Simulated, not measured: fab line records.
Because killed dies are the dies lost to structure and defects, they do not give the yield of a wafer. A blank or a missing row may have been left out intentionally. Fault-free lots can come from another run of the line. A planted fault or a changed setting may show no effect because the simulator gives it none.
Struck lot and sound lot, side by side + flow gf180mcu + 14 out of 602 route steps
Sound: wafers L988.3, L988.4, L988.6. Wafers struck: L991.1, L991.3, L991.6. The cause comes at the end.
For every step that has rows: the tool of each side, followed by ch and its chambers, followed by its first start. Under that, the readings that differ: sound wafers + struck wafers + difference of the means + sigmas: that difference in standard deviations of wafers without a fault.
alike: words and numbers the same on both sides, and readings whose means are apart by under 2 such deviations; not compared: readings that were withheld, readings missing a value for some wafer, numbers with overlapping values and no deviation given by the record, and bounds like >300 which may hide the same value.
Wherever a step has rows on one side only, a row that says differs or no value, or a row with sigmas, the two part there. Numbers that have no deviation but don't overlap get no sigmas and don't part them. A reading that every wafer of one side lacks parts them only if that side has two wafers or more.

first, 1 step without rows for these wafers: GF_MVPSD_DEVELOP_06 (develop time 60 s).
GF_MVPSD_OVL_MEAS_07:
  sound on overlay-01 at day 6 17:31; struck on overlay-01 at day 7 12:16
  alike: MVPSD_OVL
then, 2 steps without rows for these wafers: GF_MVPSD_IMPLANT_08; GF_MVPSD_IMPLANT_09.
GF_MVPSD_STRIP_10: strips in O2/N2.
  sound on plasma-asher-04 ch 0,1, day 6 17:53; struck on plasma-asher-03 ch 0,1, day 7 12:37
  alike: drypump-motor-current-A, heater-power-w, oes-product-au, platen-temp-c, strip-time-to-endpoint-s
  not compared: rf-hours-counter-h
GF_MVPSD_TW_MEAS_11:
  sound on film-metro-01 at day 6 17:58; struck on film-metro-03 at day 7 12:43
| reading  | sound       | struck      | difference | sigmas |
|----------|-------------|-------------|------------|--------|
| MVPSD_TW | 550 550 548 | 558 559 561 | +10        | +3     |
then, 6 steps without rows for these wafers: GF_VT_IMPLANT_DEHYDRATE_00 (time 60 s); GF_VT_IMPLANT_HMDS_01 (prime time 60 s); GF_VT_IMPLANT_COAT_02 (resist thk 1000 nm); GF_VT_IMPLANT_SOFTBAKE_03 (time 60 s); GF_VT_IMPLANT_EXPOSE_04 (exposes mask LVPWELL LV AREA, target cd 600 nm); GF_VT_IMPLANT_PEB_05.
GF_VT_IMPLANT_DEVELOP_06: develop time 60 s.
  struck on litho-track-04, day 8 04:34; sound on litho-track-01 ch 0, day 7 09:40
  no value came back on the struck wafers for chill-plate-temp-C (C), develop-time-s (s); on the sound wafers chill-plate-temp-C (C) reads 22.92 22.93 22.89
GF_VT_IMPLANT_OVL_MEAS_07:
  sound on overlay-02 at day 7 09:46; struck on overlay-02 at day 8 04:43
| reading             | sound       | struck | difference                    | sigmas |
|---------------------|-------------|--------|-------------------------------|--------|
| VT_IMPLANT_OVL (nm) | 1.7 2.3 0.1 | - - -  | no value on the struck wafers |        |

== WHERE THEY PART ==
First at GF_MVPSD_TW_MEAS_11; last, within this record, at GF_VT_IMPLANT_OVL_MEAS_07.

WHY: the cause the simulator had injected
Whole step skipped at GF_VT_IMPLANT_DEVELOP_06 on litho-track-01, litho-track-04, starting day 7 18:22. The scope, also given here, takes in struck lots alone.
